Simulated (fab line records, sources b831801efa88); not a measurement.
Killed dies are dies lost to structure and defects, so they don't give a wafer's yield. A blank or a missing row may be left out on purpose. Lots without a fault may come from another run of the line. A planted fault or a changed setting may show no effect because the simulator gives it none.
Which tool did it? | flow sky130 | 14 lots, 42 wafers sampled, at 5 steps of a route of 708

WHAT THE GAUGES READ, wafer by wafer
SKY_VT_ADJUST_NCORE_OVL_MEAS_08. Usual: VT_ADJUST_NCORE_OVL -0.7 nm, standard deviation 1.4.
lot  | measured     | on         | VT_ADJUST_NCORE_OVL (nm) | flag
L373 | day 8 20:35  | overlay-02 | -2.1 -3.2 -2.0           |
L374 | day 9 04:27  | overlay-01 | -2.3 -0.9 -1.4           |
L375 | day 9 06:10  | overlay-01 | -0.7 0.0 -1.0            |
L376 | day 9 10:56  | overlay-01 | -0.7 -1.0 -2.2           |
L378 | day 10 04:24 | overlay-02 | 0.9 -2.1 1.0             |
L380 | day 10 14:04 | overlay-02 | -2.1 1.2 -1.3            |
L383 | day 11 11:38 | overlay-02 | 0.5 -0.4 1.0             |
L384 | day 11 18:56 | overlay-02 | -1.4 -2.4 -3.3           |
L385 | day 12 01:45 | overlay-02 | -0.4 -1.4 -1.3           |
L388 | day 12 22:56 | overlay-02 | -2.4 -1.1 -3.1           |
L392 | day 14 02:44 | overlay-02 | 1.5 2.2 -0.4             |
L394 | day 14 19:06 | overlay-02 | 1.3 3.2 0.2              |
L395 | day 14 22:54 | overlay-01 | -0.4 0.3 1.1             |
L396 | day 15 04:05 | overlay-02 | -1.5 -0.6 -0.6           |

SKY_SONOS_TUNNEL_CD_MEAS_07: target cd 410 nm. Usual: cd_nm 409.7 nm, standard deviation 3.
lot  | measured     | on        | cd_nm (nm)        | flag
L373 | day 11 16:26 | cd_sem-01 | 411.5 413.7 413.1 |
L374 | day 12 00:17 | cd_sem-02 | 407.5 407.2 406.4 |
L375 | day 12 02:27 | cd_sem-01 | 409.0 407.6 407.1 |
L376 | day 12 08:03 | cd_sem-01 | 408.4 407.7 406.5 |
L378 | day 13 04:41 | cd_sem-02 | 415.3 413.4 412.3 |
L380 | day 13 14:41 | cd_sem-01 | 412.1 410.3 410.4 |
L383 | day 14 16:39 | cd_sem-01 | 410.1 408.8 409.5 |
L384 | day 14 23:31 | cd_sem-01 | 412.2 410.1 409.4 |
L385 | day 15 08:26 | cd_sem-01 | 405.0 404.4 406.7 |
L388 | day 16 06:32 | cd_sem-01 | 416.3 414.4 416.1 |
L392 | day 17 15:10 | cd_sem-02 | 426.4 427.8 429.5 | OFF
L394 | day 18 07:59 | cd_sem-01 | 423.4 425.4 424.5 | OFF
L395 | day 18 12:14 | cd_sem-01 | 410.3 409.4 409.5 |
L396 | day 18 18:59 | cd_sem-01 | 407.3 407.5 409.2 |

SKY_SONOS_ONO_THK_MEAS_05. Usual: SONOS_ONO_CVD_04_THK 5.71 nm, standard deviation 0.097.
lot  | measured     | on            | SONOS_ONO_CVD_04_THK (nm) | flag
L373 | day 11 21:41 | film_metro-03 | 5.78 5.86 5.77            |
L374 | day 12 07:56 | film_metro-02 | 5.65 5.67 5.73            |
L375 | day 12 09:10 | film_metro-03 | 5.69 5.64 5.66            |
L376 | day 12 12:29 | film_metro-03 | 5.85 5.74 5.72            |
L378 | day 13 09:41 | film_metro-02 | 5.85 5.87 5.91            |
L380 | day 14 00:14 | film_metro-02 | 5.53 5.62 5.61            |
L383 | day 14 22:26 | film_metro-03 | 5.60 5.62 5.69            |
L384 | day 15 06:35 | film_metro-03 | 5.82 5.81 5.75            |
L385 | day 15 14:14 | film_metro-03 | 5.64 5.64 5.63            |
L388 | day 16 12:40 | film_metro-04 | 5.65 5.66 5.61            |
L392 | day 17 21:19 | film_metro-02 | 5.67 5.64 5.73            |
L394 | day 18 18:41 | film_metro-02 | 5.79 5.80 5.76            |
L395 | day 18 21:37 | film_metro-04 | 5.54 5.57 5.72            |
L396 | day 19 01:43 | film_metro-04 | 5.86 5.79 5.80            |

SKY_SONOS_ONO_CD_MEAS_13: target cd 410 nm. Usual: cd_nm 410.1 nm, standard deviation 2.2.
lot  | measured     | on        | cd_nm (nm)        | flag
L373 | day 12 22:29 | cd_sem-01 | 411.2 411.5 412.1 |
L374 | day 13 08:44 | cd_sem-02 | 415.5 414.6 414.5 |
L375 | day 13 10:28 | cd_sem-01 | 410.0 411.5 410.2 |
L376 | day 13 12:57 | cd_sem-02 | 409.2 410.3 411.1 |
L378 | day 14 11:07 | cd_sem-02 | 410.0 410.1 410.2 |
L380 | day 15 01:34 | cd_sem-02 | 407.5 408.0 407.5 |
L383 | day 16 01:43 | cd_sem-01 | 410.4 412.7 411.5 |
L384 | day 16 10:17 | cd_sem-01 | 412.0 412.0 411.2 |
L385 | day 16 17:59 | cd_sem-02 | 410.4 407.1 409.1 |
L388 | day 17 16:50 | cd_sem-02 | 404.1 407.8 406.8 |
L392 | day 19 03:19 | cd_sem-01 | 408.6 408.0 410.7 |
L394 | day 20 00:38 | cd_sem-02 | 409.9 408.2 408.7 |
L395 | day 20 03:47 | cd_sem-02 | 412.1 413.9 413.3 |
L396 | day 20 08:35 | cd_sem-02 | 411.2 409.7 411.6 |

WHICH TOOL RAN EACH LOT (tool, then ch and the chambers of the sampled wafers, then the start)
lot  | SKY_SONOS_TUNNEL_COAT_02
L373 | litho_track-04 ch 0, day 11 04:26
L374 | litho_track-01 ch 0, day 11 12:25
L375 | litho_track-04 ch 0, day 11 14:24
L376 | litho_track-02 ch 0, day 11 19:43
L378 | litho_track-04 ch 0, day 12 16:02
L380 | litho_track-04 ch 0, day 13 01:56
L383 | litho_track-01 ch 0, day 14 03:07
L384 | litho_track-01 ch 0, day 14 09:59
L385 | litho_track-04 ch 0, day 14 18:31
L388 | litho_track-04 ch 0, day 15 16:49
L392 | litho_track-04 ch 0, day 17 00:24
L394 | litho_track-04 ch 0, day 17 16:58
L395 | litho_track-02 ch 0, day 17 21:11
L396 | litho_track-01 ch 0, day 18 03:17
- SKY_SONOS_TUNNEL_COAT_02: resist thk 1140 nm.

WHAT THE TOOLS THEMSELVES READ (means of the sampled wafers that have a number; where no wafer has one, the mark that the record gives instead)
SKY_SONOS_TUNNEL_COAT_02. Usual: chill_plate_temp_C 22.99 C, standard deviation 0.11.
lot  | tool           | chill_plate_temp_C (C) | flag
L373 | litho_track-04 | 23.10                  |
L374 | litho_track-01 | 22.93                  |
L375 | litho_track-04 | 23.03                  |
L376 | litho_track-02 | 22.90                  |
L378 | litho_track-04 | 22.88                  |
L380 | litho_track-04 | 23.00                  |
L383 | litho_track-01 | 22.92                  |
L384 | litho_track-01 | 23.03                  |
L385 | litho_track-04 | 22.89                  |
L388 | litho_track-04 | 22.92                  |
L392 | litho_track-04 | 23.05                  |
L394 | litho_track-04 | 22.94                  |
L395 | litho_track-02 | 23.03                  |
L396 | litho_track-01 | 22.93                  |

THE ANSWER, worked out from the rows above alone
Rule: a lot is off if the mean of its wafers that have a number lies more than 3 standard deviations from the usual mean. A lot without any number at a reading at which 4 lots or more have one is off too. The other lots that the step has rows for count as sound. The gauges are gone through in route order, then the tools' own readings, and for those a lot's mean is taken as printed above. The first step at which some lot is off is used, and at that step the reading that is off furthest; a lot without a number counts as furthest.
Off: L392, L394, at SKY_SONOS_TUNNEL_CD_MEAS_07 (cd_nm).
A tool fits if, at a process step before that reading, it ran every lot that is off, and no sound lot after the first of them. The gauges at SKY_SONOS_TUNNEL_CD_MEAS_07 are tried like those tools. One fits: litho_track-04 at SKY_SONOS_TUNNEL_COAT_02. Its last sound lot is L388 (day 15 16:49), its first lot that is off L392 (day 17 00:24): a fault that began between those two fits.

WHAT THE SIMULATOR HAD PUT IN
Process parameter drift: litho_track-04, from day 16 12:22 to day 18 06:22, at SKY_SONOS_TUNNEL_COAT_02. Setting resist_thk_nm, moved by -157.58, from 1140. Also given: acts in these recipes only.
Lots struck among those shown: L392, L394. The rule above found the same.
